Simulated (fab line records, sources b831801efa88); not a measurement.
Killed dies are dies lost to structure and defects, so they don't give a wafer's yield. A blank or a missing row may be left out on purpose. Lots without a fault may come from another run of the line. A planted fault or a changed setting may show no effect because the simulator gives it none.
A struck lot beside a sound one | flow gf180mcu | 14 steps out of a route of 602
Sound: wafers L214.3, L214.5, L214.6. Struck: wafers L216.1, L216.3, L216.5. The cause comes at the end.
At each step with rows: each side's tool, then ch and its chambers, then its first start. Under that, the readings that differ: sound wafers | struck wafers | difference of the means | sigmas: that difference in standard deviations of wafers without a fault.
alike: readings whose means differ by less than 2 such deviations, and words and numbers that are the same on both sides. not compared: withheld readings, readings that some wafer has no value for, bounds like >300 that may hide the same value, and numbers for which the record gives no deviation and whose values overlap.
The two part at a step that has a row with sigmas, a row that says differs or no value, or rows on one side only. Numbers that don't overlap but have no deviation are shown without sigmas and don't part them. A reading that every wafer of one side lacks parts them only if that side has two wafers or more.

first, 1 step without rows for these wafers: GF_MVSD_DEVELOP_06 (develop time 60 s).
GF_MVSD_OVL_MEAS_07:
  sound on overlay-01, day 7 14:12; struck on overlay-02, day 8 02:08
  alike: MVSD_OVL
then, 2 steps without rows for these wafers: GF_MVSD_IMPLANT_08; GF_MVSD_IMPLANT_09.
GF_MVSD_STRIP_10: strips in O2/N2.
  sound on plasma_asher-03 ch 0,1, day 7 14:34; struck on plasma_asher-04 ch 0,1, day 8 02:29
  reading            | sound       | struck      | difference | sigmas
  heater_power_w (W) | 283 294 311 | 327 329 420 | +63        | +2
  alike: drypump_motor_current_A, oes_product_au, strip_time_to_endpoint_s
  not compared: rf_hours_counter_h
GF_MVSD_TW_MEAS_11:
  sound on film_metro-02, day 7 14:39; struck on film_metro-04, day 8 02:35
  alike: MVSD_TW
then, 6 steps without rows for these wafers: GF_MVPSD_DEHYDRATE_00 (time 60 s); GF_MVPSD_HMDS_01 (prime time 60 s); GF_MVPSD_COAT_02 (resist thk 3000 nm); GF_MVPSD_SOFTBAKE_03; GF_MVPSD_EXPOSE_04 (exposes mask MVPSD, target cd 1000 nm); GF_MVPSD_PEB_05.
GF_MVPSD_DEVELOP_06: develop time 60 s.
  sound on litho_track-01 ch 0, day 8 05:00; struck on litho_track-01, day 8 18:00
  no value came back on the struck wafers for chill_plate_temp_C (C), develop_time_s (s), developer_temp_C (C); on the sound wafers chill_plate_temp_C (C) reads 22.92 22.90 22.86
GF_MVPSD_OVL_MEAS_07:
  sound on overlay-02, day 8 05:32; struck on overlay-02, day 8 18:28
  reading        | sound          | struck | difference                    | sigmas
  MVPSD_OVL (nm) | -1.8 -0.2 -0.7 | - - -  | no value on the struck wafers |

WHERE THEY PART
First at GF_MVSD_STRIP_10; last, within this record, at GF_MVPSD_OVL_MEAS_07.

WHY: what the simulator had put in
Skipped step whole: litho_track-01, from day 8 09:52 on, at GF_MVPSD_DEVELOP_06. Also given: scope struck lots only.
